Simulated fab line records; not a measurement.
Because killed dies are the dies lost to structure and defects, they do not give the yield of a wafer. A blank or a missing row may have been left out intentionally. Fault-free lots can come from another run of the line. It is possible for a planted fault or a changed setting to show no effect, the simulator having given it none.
A lot that was struck, set against a sound lot | flow sfq line | 42 steps out of a route of 325
Sound: the wafers L293.2, L293.3, L293.4. Struck: wafer L307.5 (L307.4, L307.6, from the same lot, were not struck and are left out); the cause is given at the end.
For every step that has rows: the tool of each side, followed by ch and its chambers, followed by its first start. Under that, the readings that differ: sound wafers | struck wafers | difference of the means | sigmas: that difference in standard deviations of wafers without a fault.
alike: same words and numbers on both sides, and readings whose means sit less than 2 such deviations apart. not compared: any withheld reading, any reading some wafer has no value for, any bound like >300 that may hide the same value, and any number with overlapping values for which the record gives no deviation.
A row with sigmas, a row that says differs or no value, or rows on one side alone: a step with any of these is where the two part. Non-overlapping numbers with no deviation appear without sigmas and do not part them. Lack of a reading on every wafer of one side parts them only where that side has two or more wafers.

first, 6 steps without rows for these wafers: SFQ_TRILAYER_M4_LITHO_COAT_098 (resist thk 62 nm); SFQ_TRILAYER_M4_LITHO_COAT_093 (resist thk 600 nm); SFQ_TRILAYER_M4_LITHO_SOFTBAKE_097; SFQ_TRILAYER_M4_LITHO_EXPOSE_094 (exposes mask M4, target cd 500 nm); SFQ_TRILAYER_M4_LITHO_PEB_096 (peb time 60 s); SFQ_TRILAYER_M4_LITHO_DEVELOP_095 (time 60 s).
SFQ_M4_OVL_MEAS_926:
  sound on overlay-02, day 49 04:14; struck on overlay-01, day 54 18:31
  alike: M4_OVL
then, 1 step without rows for these wafers: SFQ_TRILAYER_M4_BARC_OPEN_METAL_ETCH_123 (etches BARC in O2, target depth 125 nm, time 41.7 s).
SFQ_TRILAYER_M4_ETCH_METAL_ETCH_096: etches Nb in Cl2/Ar, stops on SiO2, target depth 240 nm, time 120 s.
  sound on rie metal-04 ch 1, day 49 04:26; struck on rie metal-02 ch 1, day 54 18:38
  reading                     | sound          | struck | difference | sigmas
  drypump motor current A (A) | 5.20 5.21 5.20 | 5.88   | +0.68      | +2
  alike: bias w, oes product au
  not compared: rf hours counter h
SFQ_TRILAYER_M4_STRIP_STRIP_097: strips in O2.
  sound on rie metal-04 ch 1, day 49 04:50; struck on rie metal-02 ch 1, day 54 18:55
  reading                     | sound          | struck | difference | sigmas
  drypump motor current A (A) | 5.19 5.17 5.17 | 5.89   | +0.71      | +3
  alike: oes product au
  not compared: rf hours counter h
then, 1 step without rows for these wafers: SFQ_TRILAYER_M4_STRIP_SOLV_CLEAN_098 (cleans in NMP, time 600 s).
SFQ_TRILAYER_I4_DEP_PECVD_099: deposits SiO2 from SiH4/N2O, time 111.11 s, target thk 500 nm.
  sound on pecvd-01 ch 1,2, day 49 06:02; struck on pecvd-02 ch 2, day 54 19:32
  alike: heater power w, showerhead vpp V, throttle valve pct
SFQ_TRILAYER_I4_CMP_CMP_100: polishes SiO2.
  sound on cmp-02 ch 0,1,3, day 49 06:07; struck on cmp-02 ch 1, day 55 07:01
  reading                                             | sound             | struck | difference | sigmas
  time to endpoint s (s)                              | 216 208 207       | 258    | +48        | +5
  model.SiO2_of_TRILAYER_I4_DEP_PECVD_099.thk nm (nm) | 199.3 198.8 197.6 | 148.9  | -49.7      |
  alike: edge zone pressure frac, motor current A, slurry flow ml min
SFQ_I4_BOW_MEAS_927:
  sound on film metro-04, day 49 09:08; struck on film metro-03, day 55 08:05
  alike: I4_BOW
SFQ_TRILAYER_I4_METRO_MEASURE_101:
  sound on film metro-04, day 49 09:26; struck on film metro-03, day 55 08:44
  reading     | sound             | struck | difference | sigmas
  thk nm (nm) | 199.4 198.8 197.4 | 148.8  | -49.7      | -41
then, 6 steps without rows for these wafers: SFQ_TRILAYER_I4_VIA_LITHO_COAT_108 (resist thk 62 nm); SFQ_TRILAYER_I4_VIA_LITHO_COAT_103 (resist thk 650 nm); SFQ_TRILAYER_I4_VIA_LITHO_SOFTBAKE_107; SFQ_TRILAYER_I4_VIA_LITHO_EXPOSE_104 (exposes mask I4, target cd 700 nm); SFQ_TRILAYER_I4_VIA_LITHO_PEB_106 (peb time 60 s); SFQ_TRILAYER_I4_VIA_LITHO_DEVELOP_105 (time 60 s).
-- the record jumps here: 4 days lie between the struck wafers' starts before and after --
SFQ_I4_OVL_MEAS_928:
  sound on overlay-02, day 49 12:41; struck on overlay-01, day 59 06:13
  reading     | sound    | struck | difference | sigmas
  I4_OVL (nm) | 16 14 13 | 4      | -10        | -2
then, 1 step without rows for these wafers: SFQ_TRILAYER_I4_VIA_BARC_OPEN_VIA_ETCH_146 (etches BARC in O2, target depth 125 nm, time 41.7 s).
SFQ_TRILAYER_I4_VIA_ETCH_VIA_ETCH_106: etches SiO2 in CHF3, stops on Nb, target depth 260 nm.
  sound on rie diel-03 ch 1,2,3, day 49 12:45; struck on rie diel-04 ch 3, day 59 06:16
  reading                        | sound             | struck | difference | sigmas
  oes product au (a.u.)          | 0.852 0.859 0.847 | 0.737  | -0.116     | -22
  model.I4.feature depth nm (nm) | 199.3 198.8 197.6 | 148.9  | -49.7      |
  model.etch.depth nm (nm)       | 199.3 198.8 197.6 | 148.9  | -49.7      |
  alike: bias w, drypump motor current A
then, 6 steps without rows for these wafers: SFQ_TRILAYER_I4_VIA_STRIP_STRIP_107 (strips in O2); SFQ_TRILAYER_I4_VIA_STRIP_SOLV_CLEAN_108 (cleans in NMP, time 600 s); SFQ_TRILAYER_JJ_TRILAYER_DEP_PRE_CLEAN_113 (time 22.5 s); SFQ_TRILAYER_JJ_TRILAYER_DEP_SPUTTER_109 (material Nb, target thk 150 nm, time 100 s); SFQ_TRILAYER_JJ_TRILAYER_DEP_SPUTTER_110 (material Al, target thk 8 nm, time 10 s); SFQ_TRILAYER_JJ_TRILAYER_DEP_AL_OXIDATION_111 (oxidation time 600 s).
SFQ_TRILAYER_JJ_TRILAYER_DEP_SPUTTER_112: material Nb, target thk 170 nm, time 113.3 s.
  sound on pvd sputter-03, day 49 14:46; struck on pvd sputter-03, day 59 08:17
  alike: base pressure pa, throttle valve pct
SFQ_JJ_RS_MEAS_929: measures by four-point-probe.
  sound on film metro-03, day 49 14:52; struck on film metro-03, day 59 08:25
  alike: JJ_NB_RS
then, 6 steps without rows for these wafers: SFQ_TRILAYER_JJ_CE_LITHO_COAT_119 (resist thk 62 nm); SFQ_TRILAYER_JJ_CE_LITHO_COAT_114 (resist thk 600 nm); SFQ_TRILAYER_JJ_CE_LITHO_SOFTBAKE_118; SFQ_TRILAYER_JJ_CE_LITHO_EXPOSE_115 (exposes mask J5, target cd 700 nm); SFQ_TRILAYER_JJ_CE_LITHO_PEB_117 (peb time 60 s); SFQ_TRILAYER_JJ_CE_LITHO_DEVELOP_116 (time 60 s).
-- the record jumps here: 4 days lie between the struck wafers' starts before and after --
SFQ_JJ_OVL_MEAS_931:
  sound on overlay-01, day 55 01:42; struck on overlay-01, day 63 07:05
  alike: J5_OVL
next, for these wafers, 1 step has no rows: SFQ_TRILAYER_JJ_CE_METRO_MEASURE_117.
SFQ_TRILAYER_JJ_CE_BARC_OPEN_RIE_150: chemistry O2, target BARC, target depth 240 nm, time 80 s.
  sound on rie metal-03 ch 0,1, day 55 02:56; struck on rie metal-03 ch 1, day 63 08:21
  alike: bias w, drypump motor current A, oes product au
  not compared: rf hours counter h
SFQ_TRILAYER_M5_ETCH_METAL_ETCH_126: etches Nb in Cl2/BCl3, stops on SiO2, time 203.2 s, target depth 265 nm.
  sound on rie metal-01 ch 0,1, day 55 12:17; struck on rie metal-02 ch 0, day 64 00:43
  reading                                             | sound             | struck | difference | sigmas
  model.SiO2_of_TRILAYER_I4_DEP_PECVD_099.thk nm (nm) | 179.9 179.5 178.2 | 129.1  | -50.1      |
  alike: bias w, drypump motor current A, oes product au
  not compared: rf hours counter h

WHERE THEY PART
First at SFQ_TRILAYER_M4_ETCH_METAL_ETCH_096; last, within this record, at SFQ_TRILAYER_I4_VIA_ETCH_VIA_ETCH_106. Later steps at which nothing parts them and some readings are alike: SFQ_TRILAYER_JJ_TRILAYER_DEP_SPUTTER_112, SFQ_JJ_RS_MEAS_929, SFQ_JJ_OVL_MEAS_931, SFQ_TRILAYER_JJ_CE_BARC_OPEN_RIE_150, SFQ_TRILAYER_M5_ETCH_METAL_ETCH_126.

WHY: what the simulator had put in
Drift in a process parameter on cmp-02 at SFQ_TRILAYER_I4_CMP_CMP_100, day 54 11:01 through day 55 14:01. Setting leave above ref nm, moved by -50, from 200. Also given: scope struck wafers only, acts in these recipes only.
